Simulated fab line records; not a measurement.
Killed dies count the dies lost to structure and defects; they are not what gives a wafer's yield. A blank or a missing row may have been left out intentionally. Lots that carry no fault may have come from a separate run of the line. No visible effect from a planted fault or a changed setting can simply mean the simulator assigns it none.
Chamber matching / flow sfq line / cmp-02 running SFQ_TRILAYER_I0_CMP_CMP_028: 4 sister chambers
The step polishes SiO2. 15 wafers are shown with their chamber, then 7 later ones without.

WAFERS WITH THEIR CHAMBER
wafer=L397.1; chamber=1; motor current A (A)=10.4; time to endpoint s (s)=228
wafer=L397.2; chamber=0; motor current A (A)=8.8; time to endpoint s (s)=221
wafer=L397.5; chamber=2; motor current A (A)=9.9; time to endpoint s (s)=218
wafer=L399.1; chamber=1; motor current A (A)=10.7; time to endpoint s (s)=220
wafer=L399.5; chamber=0; motor current A (A)=9.0; time to endpoint s (s)=226
wafer=L399.6; chamber=1; motor current A (A)=10.5; time to endpoint s (s)=227
wafer=L404.3; chamber=1; motor current A (A)=10.5; time to endpoint s (s)=223
wafer=L404.4; chamber=3; motor current A (A)=12.5; time to endpoint s (s)=221
wafer=L404.6; chamber=2; motor current A (A)=9.6; time to endpoint s (s)=229
wafer=L405.3; chamber=1; motor current A (A)=10.6; time to endpoint s (s)=209
wafer=L405.4; chamber=3; motor current A (A)=12.2; time to endpoint s (s)=213
wafer=L405.5; chamber=1; motor current A (A)=10.9; time to endpoint s (s)=216
wafer=L406.1; chamber=1; motor current A (A)=11.1; time to endpoint s (s)=209
wafer=L406.2; chamber=0; motor current A (A)=8.5; time to endpoint s (s)=214
wafer=L406.3; chamber=3; motor current A (A)=12.2; time to endpoint s (s)=215

SIGNATURES (averages over the wafers above)
reading=motor current A; chamber 0=8.767; chamber 1=10.671; chamber 2=9.750; chamber 3=12.300; scatter within a chamber=0.235
reading=time to endpoint s; chamber 0=220.33; chamber 1=218.86; chamber 2=223.50; chamber 3=216.33; scatter within a chamber=7
Rule: distance of a wafer from a chamber = root of the sum over the readings of ((wafer's reading minus chamber's mean) / reading's scatter) squared. If the next closest chamber is less than 2 further off than the closest, the wafer can't be placed; otherwise it belongs to the closest. The scatter: the root of (the sum of the squares of (reading less its chamber's mean) over the shown wafers, divided by (wafers less chambers)).

WAFERS WITHOUT THEIR CHAMBER
wafer=L408.4; motor current A (A)=12.1; time to endpoint s (s)=219
wafer=L408.3; motor current A (A)=10.2; time to endpoint s (s)=203
wafer=L408.5; motor current A (A)=12.4; time to endpoint s (s)=210
wafer=L410.3; motor current A (A)=8.0; time to endpoint s (s)=223
wafer=L420.1; motor current A (A)=10.0; time to endpoint s (s)=214
wafer=L420.4; motor current A (A)=10.3; time to endpoint s (s)=219
wafer=L420.6; motor current A (A)=10.7; time to endpoint s (s)=217

CHAMBER TAKEN BY EACH
wafer=L408.4; from the rows above=3; in truth=3
wafer=L408.3; from the rows above=can't be placed: 1 or 2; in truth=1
wafer=L408.5; from the rows above=3; in truth=3
wafer=L410.3; from the rows above=0; in truth=0
wafer=L420.1; from the rows above=can't be placed: 2 or 1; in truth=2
wafer=L420.4; from the rows above=can't be placed: 1 or 2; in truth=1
wafer=L420.6; from the rows above=1; in truth=1
Correctly placed: 4 of 7. These rows do not allow placing 3 (true chamber among the candidates in 3). Number placed wrongly: 0.
